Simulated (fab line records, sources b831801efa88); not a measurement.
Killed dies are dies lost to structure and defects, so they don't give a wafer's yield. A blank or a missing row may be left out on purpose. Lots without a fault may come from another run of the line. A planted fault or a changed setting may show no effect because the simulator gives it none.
Which tool did it? | flow gf180mcu | 11 lots, 33 wafers sampled, at 4 steps of a route of 602

WHAT THE GAUGES READ, wafer by wafer
GF_PSD_RS_MEAS_14: measures by four-point-probe. Usual: NSD_RS 46.16 ohm/sq, standard deviation 0.098.
lot  | measured     | on            | NSD_RS (ohm/sq)                     | flag
L932 | day 14 18:37 | film_metro-01 | 46.09 46.24 46.30                   |
L933 | day 14 20:35 | film_metro-01 | 46.18 46.12 46.16                   |
L934 | day 15 11:43 | film_metro-02 | 46.09 46.14 46.09                   |
L935 | day 15 11:56 | film_metro-01 | 46.20 46.18 46.25                   |
L939 | day 17 03:08 | film_metro-01 | 46.08 46.04 46.08                   |
L942 | day 18 01:07 | film_metro-01 | 46.38 46.41 46.38                   |
L944 | day 18 22:53 | film_metro-01 | 46.28 46.36 46.15                   |
L946 | day 19 14:14 | film_metro-03 | 42.60 42.70 42.72 42.72 42.64 42.69 | OFF
L947 | day 19 17:05 | film_metro-01 | 42.77 42.80 42.84 42.64 42.74 42.77 | OFF
L953 | day 21 20:28 | film_metro-03 | 46.18 46.11 46.10                   |
L954 | day 22 06:19 | film_metro-02 | 46.17 46.12 46.18                   |

GF_PSD_RS_MEAS_15: measures by four-point-probe. Usual: PSD_RS 108.6 ohm/sq, standard deviation 0.3.
lot  | measured     | on            | PSD_RS (ohm/sq)               | flag
L932 | day 14 18:44 | film_metro-01 | 108.4 109.2 108.8             |
L933 | day 14 20:43 | film_metro-01 | 108.6 108.4 108.9             |
L934 | day 15 11:50 | film_metro-02 | 108.2 108.2 108.1             |
L935 | day 15 12:03 | film_metro-01 | 108.7 108.5 108.8             |
L939 | day 17 03:15 | film_metro-01 | 108.6 108.7 108.5             |
L942 | day 18 01:14 | film_metro-01 | 108.7 109.1 109.1             |
L944 | day 18 23:00 | film_metro-01 | 108.5 108.7 109.1             |
L946 | day 19 16:34 | film_metro-03 | 98.4 98.6 98.8 98.3 98.6 98.7 | OFF
L947 | day 19 19:26 | film_metro-01 | 99.0 99.2 99.3 98.9 99.1 99.3 | OFF
L953 | day 21 20:35 | film_metro-03 | 108.5 108.2 108.5             |
L954 | day 22 06:26 | film_metro-02 | 108.2 108.6 108.7             |

WHICH TOOL RAN EACH LOT (tool, then ch and the chambers of the sampled wafers, then the start)
lot  | GF_MVSD_STRIP_10                    | GF_PSD_RTA_13
L932 | plasma_asher-02 ch 1, day 4 16:08   | rtp_anneal-02 ch 0, day 14 18:32
L933 | plasma_asher-03 ch 0,1, day 4 20:32 | rtp_anneal-02 ch 0, day 14 20:30
L934 | plasma_asher-03 ch 1, day 5 05:16   | rtp_anneal-01 ch 0, day 15 11:37
L935 | plasma_asher-02 ch 0,1, day 5 08:50 | rtp_anneal-01 ch 0, day 15 11:44
L939 | plasma_asher-01 ch 0,1, day 6 07:56 | rtp_anneal-01 ch 0, day 17 03:02
L942 | plasma_asher-01 ch 0,1, day 7 04:47 | rtp_anneal-02 ch 0, day 18 00:57
L944 | plasma_asher-03 ch 0,1, day 7 15:43 | rtp_anneal-02 ch 0, day 18 22:47
L946 | plasma_asher-01 ch 0, day 8 05:11   | rtp_anneal-02 ch 0, day 19 14:09
L947 | plasma_asher-01 ch 0,1, day 8 08:07 | rtp_anneal-02 ch 0, day 19 17:00
L953 | plasma_asher-02 ch 0,1, day 9 18:50 | rtp_anneal-01 ch 0, day 21 20:22
L954 | plasma_asher-01 ch 0,1, day 9 23:59 | rtp_anneal-01 ch 0, day 22 06:10
- GF_MVSD_STRIP_10: strips in O2/N2.
- GF_PSD_RTA_13: time 20 s.

WHAT THE TOOLS THEMSELVES READ (means of the sampled wafers that have a number; where no wafer has one, the mark that the record gives instead)
GF_MVSD_STRIP_10. Usual: chamber_pressure_mTorr 1500.0 mTorr, standard deviation 1.3; drypump_motor_current_A 5.7 A, standard deviation 0.42; heater_power_w 349 W, standard deviation 26; oes_product_au 0.722 a.u., standard deviation 0.0046; strip_time_to_endpoint_s 36.95 s, standard deviation 0.09.
lot  | tool            | chamber_pressure_mTorr (mTorr) | drypump_motor_current_A (A) | heater_power_w (W) | oes_product_au (a.u.) | strip_time_to_endpoint_s (s) | flag
L932 | plasma_asher-02 | 1499.1                         | 5.6                         | 322                | 0.722                 | 37.00                        |
L933 | plasma_asher-03 | 1499.3                         | 6.2                         | 359                | 0.720                 | 36.94                        |
L934 | plasma_asher-03 | 1499.9                         | 5.5                         | 326                | 0.720                 | 36.99                        |
L935 | plasma_asher-02 | 1500.7                         | 5.9                         | 351                | 0.722                 | 36.79                        |
L939 | plasma_asher-01 | 1499.1                         | 5.4                         | 346                | 0.723                 | 36.95                        |
L942 | plasma_asher-01 | 1499.1                         | 5.5                         | 342                | 0.720                 | 36.93                        |
L944 | plasma_asher-03 | 1499.2                         | 6.1                         | 363                | 0.722                 | 36.86                        |
L946 | plasma_asher-01 | 1500.0                         | 5.5                         | 353                | 0.724                 | 36.89                        |
L947 | plasma_asher-01 | 1500.0                         | 5.5                         | 346                | 0.721                 | 36.86                        |
L953 | plasma_asher-02 | 1500.5                         | 5.9                         | 348                | 0.719                 | 36.95                        |
L954 | plasma_asher-01 | 1500.8                         | 5.4                         | 341                | 0.724                 | 36.92                        |

GF_PSD_RTA_13. Usual: lamp_power_pct 41 %, standard deviation 3.3; wafer_temp_C_max 1029.7, standard deviation 1.3.
lot  | tool          | lamp_power_pct (%) | wafer_temp_C_max | flag
L932 | rtp_anneal-02 | 38                 | 1030.1           |
L933 | rtp_anneal-02 | 38                 | 1030.9           |
L934 | rtp_anneal-01 | 45                 | 1028.4           |
L935 | rtp_anneal-01 | 45                 | 1029.4           |
L939 | rtp_anneal-01 | 45                 | 1028.9           |
L942 | rtp_anneal-02 | 38                 | 1030.8           |
L944 | rtp_anneal-02 | 38                 | 1031.0           |
L946 | rtp_anneal-02 | 40                 | 1030.1           |
L947 | rtp_anneal-02 | 41                 | 1031.1           |
L953 | rtp_anneal-01 | 45                 | 1029.6           |
L954 | rtp_anneal-01 | 45                 | 1028.7           |

THE ANSWER, worked out from the rows above alone
Rule: a lot is off if the mean of its wafers that have a number lies more than 3 standard deviations from the usual mean. A lot without any number at a reading at which 4 lots or more have one is off too. The other lots that the step has rows for count as sound. The gauges are gone through in route order, then the tools' own readings, and for those a lot's mean is taken as printed above. The first step at which some lot is off is used, and at that step the reading that is off furthest; a lot without a number counts as furthest.
Off: L946, L947, at GF_PSD_RS_MEAS_14 (NSD_RS).
A tool fits if, at a process step before that reading, it ran every lot that is off, and no sound lot after the first of them. The gauges at GF_PSD_RS_MEAS_14 are tried like those tools. One fits: rtp_anneal-02 at GF_PSD_RTA_13. Its last sound lot is L944 (day 18 22:47), its first lot that is off L946 (day 19 14:09): a fault that began between those two fits.

WHAT THE SIMULATOR HAD PUT IN
Process parameter drift: rtp_anneal-02, from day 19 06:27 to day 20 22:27, at GF_PSD_RTA_13. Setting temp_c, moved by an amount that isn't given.
Lots struck among those shown: L946, L947. The rule above found the same.
